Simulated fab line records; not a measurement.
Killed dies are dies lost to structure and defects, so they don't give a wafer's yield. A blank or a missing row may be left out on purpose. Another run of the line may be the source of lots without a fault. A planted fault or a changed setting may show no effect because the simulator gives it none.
What tool caused it? | flow sky130 | 21 wafers from 7 lots sampled at 3 of the route's 708 steps

WHAT EACH GAUGE READ, for each wafer
SKY_SONOS_ONO_OVL_MEAS_14.
lot  | measured     | on         | SONOS_ONO_OVL (nm)
L214 | day 13 08:16 | overlay-01 | -0.7 -0.9 -1.5
L218 | day 14 08:51 | overlay-02 | -0.1 -1.1 -0.7
L221 | day 15 09:34 | overlay-02 | -0.6 -0.3 0.6
L227 | day 17 10:31 | overlay-02 | -0.4 -0.5 1.2
L229 | day 18 10:51 | overlay-02 | 42.2 43.4 44.2
L232 | day 19 07:55 | overlay-01 | 44.2 41.5 43.0
L236 | day 20 16:10 | overlay-01 | 0.1 0.6 -1.3

WHAT TOOL EACH LOT RAN ON (gives the tool, then ch and the chambers of the sampled wafers, and finally the start)
lot  | SKY_VT_ADJUST_HVTR_STRIP_10         | SKY_SONOS_ONO_EXPOSE_10
L214 | plasmaAsher-03 ch 0,1, day 10 01:58 | ilineStepper-01 ch 0, day 12 20:03
L218 | plasmaAsher-03 ch 0,1, day 11 01:04 | ilineStepper-02 ch 0, day 13 19:50
L221 | plasmaAsher-02 ch 0,1, day 12 00:09 | ilineStepper-02 ch 0, day 14 20:52
L227 | plasmaAsher-03 ch 0,1, day 13 17:15 | ilineStepper-02 ch 0, day 16 20:38
L229 | plasmaAsher-03 ch 0,1, day 14 13:30 | ilineStepper-02 ch 0, day 17 20:18
L232 | plasmaAsher-01 ch 0,1, day 15 07:41 | ilineStepper-02 ch 0, day 18 16:56
L236 | plasmaAsher-03 ch 0,1, day 16 17:30 | ilineStepper-01 ch 0, day 20 01:04
- SKY_VT_ADJUST_HVTR_STRIP_10: strips in O2/N2.
- SKY_SONOS_ONO_EXPOSE_10: exposes mask ONOM, target cd 410 nm.

THE ANSWER, worked out from the rows above alone
Rule: the usual values come from the lots themselves. The widest of any qualifying gaps counts: lots, ordered by their means at a reading, are off when they make up no more than a third of the lots, leave a main group of 4 or more, and stand apart from it by 3 or more times the standard deviation of that group's means. If all means in a main group match to the digits the tables above print for the reading, that group is not used. A lot without any number at a reading at which 4 lots or more have one is off too. Any other lot the step has rows for is counted as sound.
Off: L229, L232, seen at SKY_SONOS_ONO_OVL_MEAS_14 (SONOS_ONO_OVL). For the main group the mean is -0.4 nm and the standard deviation 0.41.
A tool fits if, at a process step before that reading, it ran every lot that is off, and no sound lot after the first of them. Those tools and the gauges at SKY_SONOS_ONO_OVL_MEAS_14 are tried in the same way. One candidate fits, namely ilineStepper-02 at SKY_SONOS_ONO_EXPOSE_10. Its last sound lot is L227 (day 16 20:38), its first lot that is off L229 (day 17 20:18): a fault that began between those two fits.

WHAT HAD BEEN PUT IN BY THE SIMULATOR
Scanner matching overlay: ilineStepper-02, from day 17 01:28 on, at SKY_SONOS_ONO_EXPOSE_10. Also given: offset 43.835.
Shown lots that were struck: L229, L232. The rule above found the same.
